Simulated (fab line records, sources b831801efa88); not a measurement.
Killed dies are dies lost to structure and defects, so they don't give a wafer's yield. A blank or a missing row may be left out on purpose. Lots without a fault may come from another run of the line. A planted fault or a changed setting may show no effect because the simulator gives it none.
Which tool did it? | flow gf180mcu | 11 lots, 33 wafers sampled, at 7 steps of a route of 602

WHAT THE GAUGES READ, wafer by wafer
GF_HV_LDD_THK_MEAS_57.
lot  | measured     | on            | HV_LDD_CVD_56_THK (nm)
L270 | day 12 22:53 | film_metro-01 | 89.7 90.3 89.7
L271 | day 13 12:32 | film_metro-01 | 89.8 89.7 89.8
L272 | day 14 04:31 | film_metro-04 | 90.2 89.5 90.1
L273 | day 14 11:05 | film_metro-04 | 88.8 88.4 88.7
L280 | day 16 15:48 | film_metro-04 | 89.2 89.7 88.8
L283 | day 17 13:25 | film_metro-02 | 88.4 88.5 88.9
L284 | day 18 08:04 | film_metro-04 | 89.8 89.2 89.5
L286 | day 18 12:23 | film_metro-01 | 90.5 90.1 91.2
L288 | day 19 12:26 | film_metro-01 | 88.5 90.0 88.6
L292 | day 20 14:14 | film_metro-04 | 89.1 88.7 89.2
L291 | day 20 15:50 | film_metro-02 | 89.4 90.3 89.5

GF_NSD_CD_MEAS_07: target cd 400 nm.
lot  | measured     | on        | cd_nm (nm)
L270 | day 13 19:20 | cd_sem-01 | 401.3 400.5 400.7
L271 | day 14 09:08 | cd_sem-02 | 396.9 398.6 397.1
L272 | day 15 00:21 | cd_sem-02 | 398.8 397.7 397.2
L273 | day 15 08:36 | cd_sem-02 | 399.9 399.3 399.5
L280 | day 17 15:04 | cd_sem-01 | 403.8 402.5 402.5
L283 | day 18 13:10 | cd_sem-01 | 399.7 399.9 399.5
L284 | day 19 08:39 | cd_sem-01 | 405.2 402.1 400.8
L286 | day 19 13:18 | cd_sem-01 | 401.0 400.4 400.4
L288 | day 20 13:36 | cd_sem-02 | 400.7 400.3 400.2
L292 | day 21 15:09 | cd_sem-02 | 393.5 394.0 393.3
L291 | day 21 16:37 | cd_sem-01 | 401.3 401.6 400.0

GF_NSD_TW_MEAS_12.
lot  | measured     | on            | NSD_TW
L270 | day 13 19:53 | film_metro-01 | 4261 4227 4269
L271 | day 14 09:41 | film_metro-02 | 4243 4255 4239
L272 | day 15 00:53 | film_metro-01 | 4257 4282 4255
L273 | day 15 09:10 | film_metro-03 | 4291 4296 4262
L280 | day 17 15:36 | film_metro-01 | 4096 4083 4084
L283 | day 18 13:43 | film_metro-02 | 4241 4251 4258
L284 | day 19 09:12 | film_metro-03 | 4112 4125 4130
L286 | day 19 13:51 | film_metro-03 | 4292 4271 4291
L288 | day 20 14:08 | film_metro-01 | 4243 4245 4252
L292 | day 21 15:41 | film_metro-02 | 4261 4272 4282
L291 | day 21 17:10 | film_metro-02 | 4292 4278 4289

GF_PSD_RS_MEAS_14: measures by four-point-probe.
lot  | measured     | on            | NSD_RS (ohm/sq)
L270 | day 14 16:59 | film_metro-01 | 45.97 46.08 46.22
L271 | day 15 07:47 | film_metro-01 | 46.02 46.15 46.07
L272 | day 15 22:50 | film_metro-01 | 46.06 46.02 46.17
L273 | day 16 07:49 | film_metro-03 | 46.11 46.14 46.06
L280 | day 18 16:16 | film_metro-01 | 49.16 49.19 49.24
L283 | day 19 14:22 | film_metro-03 | 46.18 46.06 46.25
L284 | day 20 11:01 | film_metro-02 | 49.15 49.14 49.10
L286 | day 20 15:22 | film_metro-03 | 45.96 46.04 46.03
L288 | day 21 15:28 | film_metro-03 | 46.10 46.14 46.19
L292 | day 22 15:46 | film_metro-03 | 46.25 46.22 46.06
L291 | day 22 17:25 | film_metro-01 | 46.21 46.06 46.10

WHICH TOOL RAN EACH LOT (tool, then ch and the chambers of the sampled wafers, then the start)
lot  | GF_NSD_IMPLANT_09               | GF_NSD_STRIP_11                      | GF_PSD_STRIP_10
L270 | implanter-01 ch 0, day 13 19:29 | plasma_asher-03 ch 0,1, day 13 19:47 | plasma_asher-01 ch 0,1, day 14 16:41
L271 | implanter-03 ch 0, day 14 09:17 | plasma_asher-04 ch 0,1, day 14 09:34 | plasma_asher-02 ch 0,1, day 15 07:26
L272 | implanter-02 ch 0, day 15 00:31 | plasma_asher-03 ch 1, day 15 00:47   | plasma_asher-01 ch 0,1, day 15 22:32
L273 | implanter-02 ch 0, day 15 08:46 | plasma_asher-04 ch 0,1, day 15 09:04 | plasma_asher-02 ch 0,1, day 16 07:32
L280 | implanter-03 ch 0, day 17 15:14 | plasma_asher-04 ch 0,1, day 17 15:31 | plasma_asher-02 ch 0,1, day 18 15:58
L283 | implanter-01 ch 0, day 18 13:19 | plasma_asher-01 ch 0,1, day 18 13:37 | plasma_asher-02 ch 0,1, day 19 14:04
L284 | implanter-03 ch 0, day 19 08:48 | plasma_asher-04 ch 0,1, day 19 09:06 | plasma_asher-04 ch 0,1, day 20 10:43
L286 | implanter-01 ch 0, day 19 13:27 | plasma_asher-04 ch 0,1, day 19 13:45 | plasma_asher-02 ch 0,1, day 20 15:04
L288 | implanter-01 ch 0, day 20 13:46 | plasma_asher-01 ch 0,1, day 20 14:03 | plasma_asher-01 ch 0,1, day 21 15:10
L292 | implanter-03 ch 0, day 21 15:19 | plasma_asher-03 ch 0,1, day 21 15:36 | plasma_asher-01 ch 0,1, day 22 15:28
L291 | implanter-01 ch 0, day 21 16:46 | plasma_asher-03 ch 0,1, day 21 17:04 | plasma_asher-02 ch 0,1, day 22 17:08
- GF_NSD_IMPLANT_09
- GF_NSD_STRIP_11: strips in O2/N2.
- GF_PSD_STRIP_10: strips in O2/N2.

WHAT THE TOOLS THEMSELVES READ (means of the sampled wafers that have a number; where no wafer has one, the mark that the record gives instead)
GF_NSD_IMPLANT_09.
lot  | tool         | beam_energy_keV
L270 | implanter-01 | 59.970
L271 | implanter-03 | 60.011
L272 | implanter-02 | 60.000
L273 | implanter-02 | 59.988
L280 | implanter-03 | 49.419
L283 | implanter-01 | 60.019
L284 | implanter-03 | 49.421
L286 | implanter-01 | 60.004
L288 | implanter-01 | 60.007
L292 | implanter-03 | 60.019
L291 | implanter-01 | 59.990

GF_NSD_STRIP_11.
lot  | tool            | drypump_motor_current_A (A) | heater_power_w (W) | oes_product_au (a.u.) | strip_time_to_endpoint_s (s)
L270 | plasma_asher-03 | 5.4                         | 304                | 0.483                 | 22.88
L271 | plasma_asher-04 | 5.6                         | 365                | 0.489                 | 22.97
L272 | plasma_asher-03 | 5.7                         | 305                | 0.489                 | 22.92
L273 | plasma_asher-04 | 6.0                         | 386                | 0.486                 | 22.95
L280 | plasma_asher-04 | 6.0                         | 381                | 0.507                 | 21.52
L283 | plasma_asher-01 | 5.2                         | 285                | 0.490                 | 23.00
L284 | plasma_asher-04 | 6.0                         | 390                | 0.507                 | 21.62
L286 | plasma_asher-04 | 5.6                         | 370                | 0.486                 | 22.92
L288 | plasma_asher-01 | 5.0                         | 304                | 0.487                 | 22.92
L292 | plasma_asher-03 | 5.5                         | 308                | 0.489                 | 22.95
L291 | plasma_asher-03 | 5.4                         | 305                | 0.485                 | 23.00

GF_PSD_STRIP_10.
lot  | tool            | drypump_motor_current_A (A) | heater_power_w (W) | oes_product_au (a.u.) | strip_time_to_endpoint_s (s)
L270 | plasma_asher-01 | 5.2                         | 291                | 0.590                 | 16.56
L271 | plasma_asher-02 | 5.9                         | 336                | 0.595                 | 16.51
L272 | plasma_asher-01 | 5.2                         | 291                | 0.590                 | 16.49
L273 | plasma_asher-02 | 6.2                         | 327                | 0.591                 | 16.50
L280 | plasma_asher-02 | 5.9                         | 332                | 0.589                 | 16.52
L283 | plasma_asher-02 | 5.9                         | 336                | 0.592                 | 16.57
L284 | plasma_asher-04 | 5.6                         | 369                | 0.587                 | 16.51
L286 | plasma_asher-02 | 6.2                         | 325                | 0.593                 | 16.52
L288 | plasma_asher-01 | 5.2                         | 292                | 0.591                 | 16.51
L292 | plasma_asher-01 | 5.0                         | 300                | 0.591                 | 16.49
L291 | plasma_asher-02 | 6.2                         | 326                | 0.592                 | 16.52

THE ANSWER, worked out from the rows above alone
Rule: what is usual is taken from the lots themselves. Put in order of their means at a reading, lots are off if they are a third of the lots or fewer, leave a main group of 4 or more, and stand apart from it by a gap of 3 or more times the standard deviation of the main group's means; of several such gaps the widest counts. A main group whose means are all the same, to the digits that the tables above print for the reading, isn't used. A lot without any number at a reading at which 4 lots or more have one is off too. The other lots that the step has rows for count as sound. The gauges are gone through in route order, then the tools' own readings, and for those a lot's mean is taken as printed above. The first step at which some lot is off is used, and at that step the reading that is off furthest; a lot without a number counts as furthest.
Off: L280, L284, at GF_NSD_TW_MEAS_12 (NSD_TW). The main group: mean 4265, standard deviation 16.
A tool fits if, at a process step before that reading, it ran every lot that is off, and no sound lot after the first of them. The gauges at GF_NSD_TW_MEAS_12 aren't tried: what is off there is off at GF_NSD_IMPLANT_09 too, on other tools, and a gauge's error can't cause that. None of those tried fits.

WHAT THE SIMULATOR HAD PUT IN
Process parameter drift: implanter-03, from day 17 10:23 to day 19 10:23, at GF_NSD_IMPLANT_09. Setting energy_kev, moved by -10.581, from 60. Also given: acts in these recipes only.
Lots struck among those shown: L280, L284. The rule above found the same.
